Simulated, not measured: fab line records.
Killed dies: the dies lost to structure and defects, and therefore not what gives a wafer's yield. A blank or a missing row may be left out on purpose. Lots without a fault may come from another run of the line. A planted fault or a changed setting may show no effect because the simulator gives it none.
fab line records / flow sky130
record lots=13 wafers=39 lastDay=50
route steps=708 shown SALICIDE@361 CAP2M@607 VIA4@652 PAD_OPEN@708
lots untouched by any fault: they come from a run of this same line in which no faults occurred
startH: start of the lot's first displayed wafer, in hours after the record's first day / waitH: time in hours since the lot's previous step / " the same as in the row above / L1.1+2: one row covering several wafers at once / - no value, or no start given / * or withheld: withheld / < > ~ a bound
route shown NAME@n: names a module that has steps shown in the file, with the first one's number in the route / usual: average and standard deviation across the fault-free wafers / same: alike in all rows / chamber/n: place in a boat / sites: the reading at each site / _std_site: standard deviation across them / _edge_site: mean of outer sites minus mean of inner sites / radiusMm: how far each site lies from the wafer's centre / mask NAME#n: copy n / behind: the last tool/chamber to shape the wafer / hold: the reason the lot was held/the length of the hold in hours/how it ended / device: whichever transistor did not switch (one of n, p or np) / end of line: at the end of the route, the tests of the same wafers / a step given without rows: its recipe and nothing more / killed: the dies lost at the first sort to structure and to defects; this is not the yield of the wafer / map: shows each die of a wafer: x if killed, . if not, _ if none is there
set.NAME: the run value of the setting; set.NAME@STEP: its run value at that earlier step / model.NAME: the simulator's own value behind a step, which no gauge read
the route's steps for a sample of lots (tables are steps, rows are wafers)
services: a tool's chamber out of use, with start hour (startH, from the record's first day; less than 0 if before it), hours out, and reason
## steps
# step SKY_SALICIDE_CLEAN_00
# recipe chemistry=HF-last timeS=30 dilution=100:1 dry=ipaMarangoni
lot.wafer=L589.1+3+4 tool=wetBench-01 chamber=2 startH=649.52 waitH=0.1
lot.wafer=L590.1+2+5 tool=wetBench-03 chamber=2 startH=650.14 waitH=0.1
lot.wafer=L592.1+4+6 tool=wetBench-01 chamber=2 startH=674.75 waitH=0.1
lot.wafer=L595.3+4+6 tool=wetBench-03 chamber=2 startH=694.82 waitH=0.1
lot.wafer=L594.2+4+6 tool=wetBench-03 chamber=0 startH=699.59 waitH=0.1
lot.wafer=L596.3+4+5 tool=wetBench-03 chamber=0 startH=722.04 waitH=0.1
lot.wafer=L597.3+4+6 tool=wetBench-02 chamber=3 startH=723.37 waitH=0.1
lot.wafer=L598.1+4+5 tool=wetBench-01 chamber=2 startH=726.40 waitH=0.1
lot.wafer=L600.1+2+6 tool=wetBench-01 chamber=1 startH=745.86 waitH=0.1
lot.wafer=L603.2+3+6 tool=wetBench-01 chamber=1 startH=760.63 waitH=0.1
lot.wafer=L605.1+2+6 tool=wetBench-03 chamber=0 startH=775.16 waitH=0.1
lot.wafer=L606.1+2+5 tool=wetBench-03 chamber=0 startH=784.76 waitH=0.1
lot.wafer=L611.3+4+6 tool=wetBench-01 chamber=0 startH=814.20 waitH=0.1
# step SKY_CAP2M_THK_MEAS_04
# recipe thkMeasGauge=xrf reads=TiN_of_CAP2M_SPUTTER_02
# usual CAP2M_TIN_THK=200.5/2
lot.wafer=L589.1 tool=filmMetro-03 chamber=- startH=932.10 waitH=0.1 CAP2M_TIN_THK[nm]=198.7
lot.wafer=L589.3 tool=filmMetro-03 chamber=- startH=932.10 waitH=0.1 CAP2M_TIN_THK[nm]=195.1
lot.wafer=L589.4 tool=filmMetro-03 chamber=- startH=932.10 waitH=0.1 CAP2M_TIN_THK[nm]=200.9
lot.wafer=L590.1 tool=filmMetro-02 chamber=- startH=932.69 waitH=0.1 CAP2M_TIN_THK[nm]=201.0
lot.wafer=L590.2 tool=filmMetro-02 chamber=- startH=932.69 waitH=0.1 CAP2M_TIN_THK[nm]=200.4
lot.wafer=L590.5 tool=filmMetro-02 chamber=- startH=932.69 waitH=0.1 CAP2M_TIN_THK[nm]=203.6
lot.wafer=L592.1 tool=filmMetro-03 chamber=- startH=955.01 waitH=0.1 CAP2M_TIN_THK[nm]=199.7
lot.wafer=L592.4 tool=filmMetro-03 chamber=- startH=955.01 waitH=0.1 CAP2M_TIN_THK[nm]=198.0
lot.wafer=L592.6 tool=filmMetro-03 chamber=- startH=955.01 waitH=0.1 CAP2M_TIN_THK[nm]=197.2
lot.wafer=L595.3 tool=filmMetro-03 chamber=- startH=972.90 waitH=0.1 CAP2M_TIN_THK[nm]=203.8
lot.wafer=L595.4 tool=filmMetro-03 chamber=- startH=972.90 waitH=0.1 CAP2M_TIN_THK[nm]=205.0
lot.wafer=L595.6 tool=filmMetro-03 chamber=- startH=972.90 waitH=0.1 CAP2M_TIN_THK[nm]=205.7
lot.wafer=L594.2 tool=filmMetro-03 chamber=- startH=975.97 waitH=0.1 CAP2M_TIN_THK[nm]=200.6
lot.wafer=L594.4 tool=filmMetro-03 chamber=- startH=975.97 waitH=0.1 CAP2M_TIN_THK[nm]=201.6
lot.wafer=L594.6 tool=filmMetro-03 chamber=- startH=975.97 waitH=0.1 CAP2M_TIN_THK[nm]=200.9
lot.wafer=L596.3 tool=filmMetro-02 chamber=- startH=995.67 waitH=0.1 CAP2M_TIN_THK[nm]=200.8
lot.wafer=L596.4 tool=filmMetro-02 chamber=- startH=995.67 waitH=0.1 CAP2M_TIN_THK[nm]=200.3
lot.wafer=L596.5 tool=filmMetro-02 chamber=- startH=995.67 waitH=0.1 CAP2M_TIN_THK[nm]=201.0
lot.wafer=L597.3 tool=filmMetro-03 chamber=- startH=996.93 waitH=0.1 CAP2M_TIN_THK[nm]=199.6
lot.wafer=L597.4 tool=filmMetro-03 chamber=- startH=996.93 waitH=0.1 CAP2M_TIN_THK[nm]=200.1
lot.wafer=L597.6 tool=filmMetro-03 chamber=- startH=996.93 waitH=0.1 CAP2M_TIN_THK[nm]=199.9
lot.wafer=L598.1 tool=filmMetro-03 chamber=- startH=997.67 waitH=0.1 CAP2M_TIN_THK[nm]=199.5
lot.wafer=L598.4 tool=filmMetro-03 chamber=- startH=997.67 waitH=0.1 CAP2M_TIN_THK[nm]=199.7
lot.wafer=L598.5 tool=filmMetro-03 chamber=- startH=997.67 waitH=0.1 CAP2M_TIN_THK[nm]=201.0
lot.wafer=L600.1 tool=filmMetro-03 chamber=- startH=1015.18 waitH=0.1 CAP2M_TIN_THK[nm]=200.7
lot.wafer=L600.2 tool=filmMetro-03 chamber=- startH=1015.18 waitH=0.1 CAP2M_TIN_THK[nm]=202.9
lot.wafer=L600.6 tool=filmMetro-03 chamber=- startH=1015.18 waitH=0.1 CAP2M_TIN_THK[nm]=204.0
lot.wafer=L603.2 tool=filmMetro-03 chamber=- startH=1027.13 waitH=0.1 CAP2M_TIN_THK[nm]=197.5
lot.wafer=L603.3 tool=filmMetro-03 chamber=- startH=1027.13 waitH=0.1 CAP2M_TIN_THK[nm]=200.9
lot.wafer=L603.6 tool=filmMetro-03 chamber=- startH=1027.13 waitH=0.1 CAP2M_TIN_THK[nm]=198.3
lot.wafer=L605.1 tool=filmMetro-02 chamber=- startH=1041.94 waitH=0.1 CAP2M_TIN_THK[nm]=201.3
lot.wafer=L605.2 tool=filmMetro-02 chamber=- startH=1041.94 waitH=0.1 CAP2M_TIN_THK[nm]=200.7
lot.wafer=L605.6 tool=filmMetro-02 chamber=- startH=1041.94 waitH=0.1 CAP2M_TIN_THK[nm]=202.8
lot.wafer=L606.1 tool=filmMetro-03 chamber=- startH=1047.73 waitH=0.1 CAP2M_TIN_THK[nm]=198.4
lot.wafer=L606.2 tool=filmMetro-03 chamber=- startH=1047.73 waitH=0.1 CAP2M_TIN_THK[nm]=198.5
lot.wafer=L606.5 tool=filmMetro-03 chamber=- startH=1047.73 waitH=0.1 CAP2M_TIN_THK[nm]=200.1
lot.wafer=L611.3 tool=filmMetro-04 chamber=- startH=1072.91 waitH=0.1 CAP2M_TIN_THK[nm]=199.9
lot.wafer=L611.4 tool=filmMetro-04 chamber=- startH=1072.91 waitH=0.1 CAP2M_TIN_THK[nm]=198.9
lot.wafer=L611.6 tool=filmMetro-04 chamber=- startH=1072.91 waitH=0.1 CAP2M_TIN_THK[nm]=200.4
# step SKY_VIA4_STRIP_13
# recipe chemistry=O2/N2 powerW=1400 pressureMtorr=1500 platenTempC=withheld o2FlowSccm=3000 n2FlowSccm=300 overashFraction=0.5
# usual drypumpMotorCurrentA=5.6/0.66 oesProductAu=0.709/0.0045 stripTimeToEndpointS=12.82/0.037
lot.wafer=L589.1 tool=plasmaAsher-01 chamber=1 startH=1005.23 waitH=- drypumpMotorCurrentA=5.1 oesProductAu=0.698 rfHoursCounterH=92 stripTimeToEndpointS=12.93
lot.wafer=L589.3 tool=plasmaAsher-01 chamber=1 startH=1005.23 waitH=- drypumpMotorCurrentA=5.0 oesProductAu=0.712 rfHoursCounterH=- stripTimeToEndpointS=12.86
lot.wafer=L589.4 tool=plasmaAsher-01 chamber=0 startH=1005.23 waitH=- drypumpMotorCurrentA=6.6 oesProductAu=0.709 rfHoursCounterH=- stripTimeToEndpointS=12.89
lot.wafer=L590.1 tool=plasmaAsher-02 chamber=0 startH=1005.56 waitH=- drypumpMotorCurrentA=6.1 oesProductAu=0.706 rfHoursCounterH=27 stripTimeToEndpointS=12.79
lot.wafer=L590.2 tool=plasmaAsher-02 chamber=1 startH=1005.56 waitH=- drypumpMotorCurrentA=4.8 oesProductAu=0.711 rfHoursCounterH=27 stripTimeToEndpointS=12.81
lot.wafer=L590.5 tool=plasmaAsher-02 chamber=0 startH=1005.56 waitH=- drypumpMotorCurrentA=6.1 oesProductAu=0.710 rfHoursCounterH=- stripTimeToEndpointS=12.83
lot.wafer=L592.1 tool=plasmaAsher-02 chamber=1 startH=1026.36 waitH=- drypumpMotorCurrentA=4.8 oesProductAu=0.708 rfHoursCounterH=29 stripTimeToEndpointS=12.79
lot.wafer=L592.4 tool=plasmaAsher-02 chamber=1 startH=1026.36 waitH=- drypumpMotorCurrentA=4.8 oesProductAu=0.709 rfHoursCounterH=- stripTimeToEndpointS=12.82
lot.wafer=L592.6 tool=plasmaAsher-02 chamber=1 startH=1026.36 waitH=- drypumpMotorCurrentA=4.8 oesProductAu=0.706 rfHoursCounterH=- stripTimeToEndpointS=12.81
lot.wafer=L595.3 tool=plasmaAsher-02 chamber=0 startH=1043.96 waitH=- drypumpMotorCurrentA=6.1 oesProductAu=0.712 rfHoursCounterH=- stripTimeToEndpointS=12.82
lot.wafer=L595.4 tool=plasmaAsher-02 chamber=1 startH=1043.96 waitH=- drypumpMotorCurrentA=4.8 oesProductAu=0.704 rfHoursCounterH=- stripTimeToEndpointS=12.81
lot.wafer=L595.6 tool=plasmaAsher-02 chamber=0 startH=1043.96 waitH=- drypumpMotorCurrentA=6.1 oesProductAu=0.713 rfHoursCounterH=- stripTimeToEndpointS=12.83
lot.wafer=L594.2 tool=plasmaAsher-01 chamber=0 startH=1047.34 waitH=- drypumpMotorCurrentA=6.6 oesProductAu=0.712 rfHoursCounterH=97 stripTimeToEndpointS=12.86
lot.wafer=L594.4 tool=plasmaAsher-01 chamber=0 startH=1047.34 waitH=- drypumpMotorCurrentA=6.5 oesProductAu=0.710 rfHoursCounterH=- stripTimeToEndpointS=12.82
lot.wafer=L594.6 tool=plasmaAsher-01 chamber=1 startH=1047.34 waitH=- drypumpMotorCurrentA=5.1 oesProductAu=0.707 rfHoursCounterH=- stripTimeToEndpointS=12.80
lot.wafer=L596.3 tool=plasmaAsher-01 chamber=1 startH=1064.20 waitH=- drypumpMotorCurrentA=5.0 oesProductAu=0.708 rfHoursCounterH=- stripTimeToEndpointS=12.84
lot.wafer=L596.4 tool=plasmaAsher-01 chamber=0 startH=1064.20 waitH=- drypumpMotorCurrentA=6.5 oesProductAu=0.708 rfHoursCounterH=- stripTimeToEndpointS=12.77
lot.wafer=L596.5 tool=plasmaAsher-01 chamber=0 startH=1064.20 waitH=- drypumpMotorCurrentA=6.5 oesProductAu=0.708 rfHoursCounterH=- stripTimeToEndpointS=12.86
lot.wafer=L597.3 tool=plasmaAsher-01 chamber=1 startH=1065.92 waitH=- drypumpMotorCurrentA=5.1 oesProductAu=0.705 rfHoursCounterH=- stripTimeToEndpointS=12.80
lot.wafer=L597.4 tool=plasmaAsher-01 chamber=0 startH=1065.92 waitH=- drypumpMotorCurrentA=6.6 oesProductAu=0.710 rfHoursCounterH=- stripTimeToEndpointS=12.82
lot.wafer=L597.6 tool=plasmaAsher-01 chamber=1 startH=1065.92 waitH=- drypumpMotorCurrentA=5.1 oesProductAu=0.702 rfHoursCounterH=- stripTimeToEndpointS=12.82
lot.wafer=L598.1 tool=plasmaAsher-02 chamber=1 startH=1067.11 waitH=- drypumpMotorCurrentA=4.8 oesProductAu=0.712 rfHoursCounterH=33 stripTimeToEndpointS=12.82
lot.wafer=L598.4 tool=plasmaAsher-02 chamber=0 startH=1067.11 waitH=- drypumpMotorCurrentA=6.1 oesProductAu=0.710 rfHoursCounterH=- stripTimeToEndpointS=12.79
lot.wafer=L598.5 tool=plasmaAsher-02 chamber=1 startH=1067.11 waitH=- drypumpMotorCurrentA=4.8 oesProductAu=0.707 rfHoursCounterH=- stripTimeToEndpointS=12.83
lot.wafer=L600.1 tool=plasmaAsher-01 chamber=0 startH=1081.32 waitH=- drypumpMotorCurrentA=6.6 oesProductAu=0.701 rfHoursCounterH=100 stripTimeToEndpointS=12.81
lot.wafer=L600.2 tool=plasmaAsher-01 chamber=1 startH=1081.32 waitH=- drypumpMotorCurrentA=5.0 oesProductAu=0.706 rfHoursCounterH=100 stripTimeToEndpointS=12.81
lot.wafer=L600.6 tool=plasmaAsher-01 chamber=1 startH=1081.32 waitH=- drypumpMotorCurrentA=5.0 oesProductAu=0.702 rfHoursCounterH=- stripTimeToEndpointS=12.83
lot.wafer=L603.2 tool=plasmaAsher-02 chamber=1 startH=1094.21 waitH=- drypumpMotorCurrentA=4.7 oesProductAu=0.710 rfHoursCounterH=36 stripTimeToEndpointS=12.85
lot.wafer=L603.3 tool=plasmaAsher-02 chamber=1 startH=1094.21 waitH=- drypumpMotorCurrentA=4.8 oesProductAu=0.714 rfHoursCounterH=- stripTimeToEndpointS=12.77
lot.wafer=L603.6 tool=plasmaAsher-02 chamber=1 startH=1094.21 waitH=- drypumpMotorCurrentA=4.8 oesProductAu=0.707 rfHoursCounterH=- stripTimeToEndpointS=12.78
lot.wafer=L605.1 tool=plasmaAsher-01 chamber=0 startH=1106.27 waitH=- drypumpMotorCurrentA=6.5 oesProductAu=0.716 rfHoursCounterH=102 stripTimeToEndpointS=12.84
lot.wafer=L605.2 tool=plasmaAsher-01 chamber=1 startH=1106.27 waitH=- drypumpMotorCurrentA=5.0 oesProductAu=0.710 rfHoursCounterH=102 stripTimeToEndpointS=12.80
lot.wafer=L605.6 tool=plasmaAsher-01 chamber=1 startH=1106.27 waitH=- drypumpMotorCurrentA=5.0 oesProductAu=0.707 rfHoursCounterH=- stripTimeToEndpointS=12.83
lot.wafer=L606.1 tool=plasmaAsher-01 chamber=0 startH=1111.34 waitH=- drypumpMotorCurrentA=6.5 oesProductAu=0.705 rfHoursCounterH=102 stripTimeToEndpointS=12.80
lot.wafer=L606.2 tool=plasmaAsher-01 chamber=1 startH=1111.34 waitH=- drypumpMotorCurrentA=5.0 oesProductAu=0.707 rfHoursCounterH=102 stripTimeToEndpointS=12.80
lot.wafer=L606.5 tool=plasmaAsher-01 chamber=0 startH=1111.34 waitH=- drypumpMotorCurrentA=6.5 oesProductAu=0.709 rfHoursCounterH=- stripTimeToEndpointS=12.77
lot.wafer=L611.3 tool=plasmaAsher-03 chamber=1 startH=1134.96 waitH=- drypumpMotorCurrentA=5.8 oesProductAu=0.712 rfHoursCounterH=- stripTimeToEndpointS=12.80
lot.wafer=L611.4 tool=plasmaAsher-03 chamber=0 startH=1134.96 waitH=- drypumpMotorCurrentA=5.5 oesProductAu=0.711 rfHoursCounterH=- stripTimeToEndpointS=12.82
lot.wafer=L611.6 tool=plasmaAsher-03 chamber=0 startH=1134.96 waitH=- drypumpMotorCurrentA=5.4 oesProductAu=0.705 rfHoursCounterH=- stripTimeToEndpointS=12.78
# step SKY_VIA4_SPUTTER_17
# recipe material=TiN targetThkNm=20 chamberPressurePa=5 powerW=4000 timeS=80
# usual cathodeDcPowerW=4000.0/0.78 throttleValvePct=29.9/0.49
lot.wafer=L589.1 tool=pvdSputter-01 chamber=- startH=1005.87 waitH=0.0 cathodeDcPowerW=3999.1 throttleValvePct=29.8
lot.wafer=L589.3 tool=pvdSputter-01 chamber=- startH=1005.87 waitH=0.0 cathodeDcPowerW=3999.4 throttleValvePct=28.5
lot.wafer=L589.4 tool=pvdSputter-01 chamber=- startH=1005.87 waitH=0.0 cathodeDcPowerW=4000.5 throttleValvePct=29.9
lot.wafer=L590.1 tool=pvdSputter-04 chamber=- startH=1006.16 waitH=0.0 cathodeDcPowerW=4000.0 throttleValvePct=29.5
lot.wafer=L590.2 tool=pvdSputter-04 chamber=- startH=1006.16 waitH=0.0 cathodeDcPowerW=4000.2 throttleValvePct=30.2
lot.wafer=L590.5 tool=pvdSputter-04 chamber=- startH=1006.16 waitH=0.0 cathodeDcPowerW=4000.3 throttleValvePct=30.2
lot.wafer=L592.1 tool=pvdSputter-04 chamber=- startH=1026.95 waitH=0.0 cathodeDcPowerW=3999.6 throttleValvePct=29.6
lot.wafer=L592.4 tool=pvdSputter-04 chamber=- startH=1026.95 waitH=0.0 cathodeDcPowerW=3999.8 throttleValvePct=30.3
lot.wafer=L592.6 tool=pvdSputter-04 chamber=- startH=1026.95 waitH=0.0 cathodeDcPowerW=3998.7 throttleValvePct=30.2
lot.wafer=L595.3 tool=pvdSputter-01 chamber=- startH=1044.52 waitH=0.0 cathodeDcPowerW=4000.3 throttleValvePct=28.3
lot.wafer=L595.4 tool=pvdSputter-01 chamber=- startH=1044.52 waitH=0.0 cathodeDcPowerW=3999.2 throttleValvePct=30.0
lot.wafer=L595.6 tool=pvdSputter-01 chamber=- startH=1044.52 waitH=0.0 cathodeDcPowerW=3999.0 throttleValvePct=30.2
lot.wafer=L594.2 tool=pvdSputter-02 chamber=- startH=1047.94 waitH=0.0 cathodeDcPowerW=3999.8 throttleValvePct=29.3
lot.wafer=L594.4 tool=pvdSputter-02 chamber=- startH=1047.94 waitH=0.0 cathodeDcPowerW=4001.1 throttleValvePct=30.0
lot.wafer=L594.6 tool=pvdSputter-02 chamber=- startH=1047.94 waitH=0.0 cathodeDcPowerW=3999.6 throttleValvePct=30.1
lot.wafer=L596.3 tool=pvdSputter-01 chamber=- startH=1064.76 waitH=0.0 cathodeDcPowerW=4000.2 throttleValvePct=29.8
lot.wafer=L596.4 tool=pvdSputter-01 chamber=- startH=1064.76 waitH=0.0 cathodeDcPowerW=4000.1 throttleValvePct=28.3
lot.wafer=L596.5 tool=pvdSputter-01 chamber=- startH=1064.76 waitH=0.0 cathodeDcPowerW=4000.4 throttleValvePct=30.3
lot.wafer=L597.3 tool=pvdSputter-04 chamber=- startH=1066.48 waitH=0.0 cathodeDcPowerW=4000.3 throttleValvePct=30.0
lot.wafer=L597.4 tool=pvdSputter-04 chamber=- startH=1066.48 waitH=0.0 cathodeDcPowerW=4001.2 throttleValvePct=30.2
lot.wafer=L597.6 tool=pvdSputter-04 chamber=- startH=1066.48 waitH=0.0 cathodeDcPowerW=3999.4 throttleValvePct=30.2
lot.wafer=L598.1 tool=pvdSputter-02 chamber=- startH=1067.71 waitH=0.0 cathodeDcPowerW=4000.7 throttleValvePct=29.9
lot.wafer=L598.4 tool=pvdSputter-02 chamber=- startH=1067.71 waitH=0.0 cathodeDcPowerW=4000.5 throttleValvePct=29.9
lot.wafer=L598.5 tool=pvdSputter-02 chamber=- startH=1067.71 waitH=0.0 cathodeDcPowerW=4000.7 throttleValvePct=29.2
lot.wafer=L600.1 tool=pvdSputter-04 chamber=- startH=1081.92 waitH=0.0 cathodeDcPowerW=4000.6 throttleValvePct=30.2
lot.wafer=L600.2 tool=pvdSputter-04 chamber=- startH=1081.92 waitH=0.0 cathodeDcPowerW=3999.6 throttleValvePct=30.0
lot.wafer=L600.6 tool=pvdSputter-04 chamber=- startH=1081.92 waitH=0.0 cathodeDcPowerW=4000.4 throttleValvePct=29.7
lot.wafer=L603.2 tool=pvdSputter-02 chamber=- startH=1094.91 waitH=0.0 cathodeDcPowerW=3998.7 throttleValvePct=29.4
lot.wafer=L603.3 tool=pvdSputter-02 chamber=- startH=1094.91 waitH=0.0 cathodeDcPowerW=3999.3 throttleValvePct=29.7
lot.wafer=L603.6 tool=pvdSputter-02 chamber=- startH=1094.91 waitH=0.0 cathodeDcPowerW=3999.4 throttleValvePct=30.4
lot.wafer=L605.1 tool=pvdSputter-04 chamber=- startH=1106.87 waitH=0.0 cathodeDcPowerW=3999.3 throttleValvePct=30.4
lot.wafer=L605.2 tool=pvdSputter-04 chamber=- startH=1106.87 waitH=0.0 cathodeDcPowerW=3998.9 throttleValvePct=29.7
lot.wafer=L605.6 tool=pvdSputter-04 chamber=- startH=1106.87 waitH=0.0 cathodeDcPowerW=3999.6 throttleValvePct=30.3
lot.wafer=L606.1 tool=pvdSputter-02 chamber=- startH=1111.94 waitH=0.0 cathodeDcPowerW=3998.5 throttleValvePct=29.9
lot.wafer=L606.2 tool=pvdSputter-02 chamber=- startH=1111.94 waitH=0.0 cathodeDcPowerW=4000.7 throttleValvePct=30.0
lot.wafer=L606.5 tool=pvdSputter-02 chamber=- startH=1111.94 waitH=0.0 cathodeDcPowerW=4000.6 throttleValvePct=29.7
lot.wafer=L611.3 tool=pvdSputter-04 chamber=- startH=1135.52 waitH=0.0 cathodeDcPowerW=4001.2 throttleValvePct=30.2
lot.wafer=L611.4 tool=pvdSputter-04 chamber=- startH=1135.52 waitH=0.0 cathodeDcPowerW=4000.4 throttleValvePct=29.9
lot.wafer=L611.6 tool=pvdSputter-04 chamber=- startH=1135.52 waitH=0.0 cathodeDcPowerW=3998.5 throttleValvePct=30.2
# step SKY_PAD_OPEN_PROBE_99
# usual killed_at_M0_to_M3=43/6.6 killed_at_M4_up=3.0/1.7 killedAtContacts=24/5.4 killedAtFrontEnd=16/4.6 killedAtOther=0.3/0.53 killedDies=87/9.7 killedOpen=47/7.3 killedShort=39/6.5
# same grossDies=492 killedAtBackSide=0
lot.wafer=L605.1 tool=prober-02 chamber=- startH=1166.65 waitH=0.1 killed_at_M0_to_M3=45 killed_at_M4_up=1 killedAtContacts=23 killedAtFrontEnd=45 killedAtOther=0 killedDies=114 killedOpen=45 killedShort=39
lot.wafer=L605.2 tool=prober-02 chamber=- startH=1166.70 waitH=0.1 killed_at_M0_to_M3=43 killed_at_M4_up=2 killedAtContacts=29 killedAtFrontEnd=40 killedAtOther=0 killedDies=114 killedOpen=53 killedShort=33
lot.wafer=L605.6 tool=prober-02 chamber=- startH=1166.90 waitH=0.2 killed_at_M0_to_M3=41 killed_at_M4_up=4 killedAtContacts=22 killedAtFrontEnd=40 killedAtOther=0 killedDies=107 killedOpen=41 killedShort=38
lot.wafer=L606.1 tool=prober-01 chamber=- startH=1171.40 waitH=0.1 killed_at_M0_to_M3=37 killed_at_M4_up=1 killedAtContacts=22 killedAtFrontEnd=41 killedAtOther=0 killedDies=101 killedOpen=38 killedShort=38
lot.wafer=L606.2 tool=prober-01 chamber=- startH=1171.45 waitH=0.1 killed_at_M0_to_M3=36 killed_at_M4_up=3 killedAtContacts=15 killedAtFrontEnd=40 killedAtOther=0 killedDies=94 killedOpen=34 killedShort=33
lot.wafer=L606.5 tool=prober-01 chamber=- startH=1171.60 waitH=0.2 killed_at_M0_to_M3=46 killed_at_M4_up=0 killedAtContacts=23 killedAtFrontEnd=41 killedAtOther=1 killedDies=111 killedOpen=44 killedShort=40
# killed by level:class
L605.1 SALICIDE:unspecified=30 VIA1:geometricParticle:open=13 CONTACT:geometricParticle:open=8 LOCAL_INTERCONNECT:geometricParticle:short=6 CONTACT:geometricParticle:short=6 METAL1:geometricParticle:short=6 VIA1:geometricParticle:short=6 POLY_GATE:geometricParticle:open=5
L605.2 SALICIDE:unspecified=28 VIA1:geometricParticle:open=11 VIA2:geometricParticle:open=10 LI_CONTACT:geometricParticle:open=9 FIELD_ISO:geometricParticle:open=8 CONTACT:geometricParticle:short=8 CONTACT:geometricParticle:open=8 VIA1:geometricParticle:short=8
L605.6 SALICIDE:unspecified=28 VIA1:geometricParticle:open=11 VIA2:geometricParticle:open=7 CONTACT:geometricParticle:open=6 LI_CONTACT:geometricParticle:short=6 METAL2:geometricParticle:short=5 VIA1:geometricParticle:short=5 POLY_GATE:geometricParticle:short=4
L606.1 SALICIDE:unspecified=25 CONTACT:geometricParticle:open=11 VIA3:geometricParticle:open=7 VIA1:geometricParticle:open=6 METAL1:geometricParticle:short=5 VIA1:geometricParticle:short=5 METAL2:geometricParticle:short=5 POLY_GATE:geometricParticle:short=4
L606.2 SALICIDE:unspecified=27 VIA1:geometricParticle:open=12 CONTACT:geometricParticle:open=7 METAL1:geometricParticle:short=7 VIA3:geometricParticle:open=5 VIA3:geometricParticle:short=4 LOCAL_INTERCONNECT:geometricParticle:short=4 FIELD_ISO:geometricParticle:short=3
L606.5 SALICIDE:unspecified=27 CONTACT:geometricParticle:open=9 LI_CONTACT:geometricParticle:open=7 VIA1:geometricParticle:open=6 METAL3:geometricParticle:short=6 VIA3:geometricParticle:short=6 FIELD_ISO:geometricParticle:open=5 METAL1:geometricParticle:short=5
## services
tool=pvdSputter-01 chamber=- startH=659.54 hours=18.7 kind=repair
tool=pvdSputter-02 chamber=- startH=724.21 hours=8.7 kind=repair
tool=plasmaAsher-02 chamber=- startH=733.75 hours=9.0 kind=pm
tool=wetBench-01 chamber=- startH=802.07 hours=3.3 kind=repair
tool=wetBench-02 chamber=- startH=811.16 hours=0.5 kind=repair
tool=pvdSputter-02 chamber=- startH=840.85 hours=7.5 kind=repair
tool=plasmaAsher-02 chamber=- startH=851.91 hours=14.6 kind=pm
tool=pvdSputter-01 chamber=- startH=866.47 hours=1.9 kind=repair
tool=pvdSputter-01 chamber=- startH=870.52 hours=12.4 kind=repair
tool=plasmaAsher-01 chamber=- startH=876.24 hours=2.8 kind=pm
tool=plasmaAsher-03 chamber=- startH=886.13 hours=32.1 kind=repair
tool=plasmaAsher-01 chamber=- startH=905.24 hours=1.4 kind=repair
tool=plasmaAsher-03 chamber=- startH=918.24 hours=10.0 kind=pm
tool=plasmaAsher-03 chamber=- startH=928.24 hours=20.6 kind=pm
tool=pvdSputter-02 chamber=- startH=928.40 hours=1.7 kind=repair
tool=plasmaAsher-03 chamber=- startH=940.36 hours=5.2 kind=repair
tool=pvdSputter-04 chamber=0 startH=958.13 hours=- kind=consumableReplace:kit
tool=pvdSputter-04 chamber=0 startH=958.13 hours=18.0 kind=scheduledDown
tool=pvdSputter-04 chamber=0 startH=958.13 hours=18.0 kind=ventCycle
tool=plasmaAsher-02 chamber=- startH=1016.69 hours=2.8 kind=pm
tool=pvdSputter-02 chamber=- startH=1040.11 hours=1.9 kind=repair
tool=plasmaAsher-01 chamber=- startH=1082.39 hours=9.2 kind=repair
tool=wetBench-03 chamber=- startH=1087.96 hours=2.7 kind=repair
tool=pvdSputter-01 chamber=- startH=1122.18 hours=3.7 kind=repair
## key
firstSign step=SKY_PAD_OPEN_PROBE_99 reading=killedAtFrontEnd direction=up sigmas=5.5 usual=16 struck=41
effect step=SKY_PAD_OPEN_PROBE_99 reading=killedDies direction=up sigmas=2.1 usual=87 struck=107
metAt SKY_SALICIDE_CLEAN_00
struckLots L605,L606
testerLeftOut L605,L606
notActingAt SKY_CAP2M_THK_MEAS_04,SKY_VIA4_STRIP_13,SKY_VIA4_SPUTTER_17
onsetBetween 722.04 775.16
fault kind=chamberParticleSource tool=wetBench-03 chamber=- onsetH=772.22 steps=SKY_SALICIDE_CLEAN_00 ratePerVisitCm2=0.93646 endH=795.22
# testerLeftOut: of these lots the tester's yield and bins aren't shown, on N5 and GAA mostly nor the transistor test; their killed dies are dies lost to structure and defects alone, not to doping, threshold or leakage, so they don't give the yield
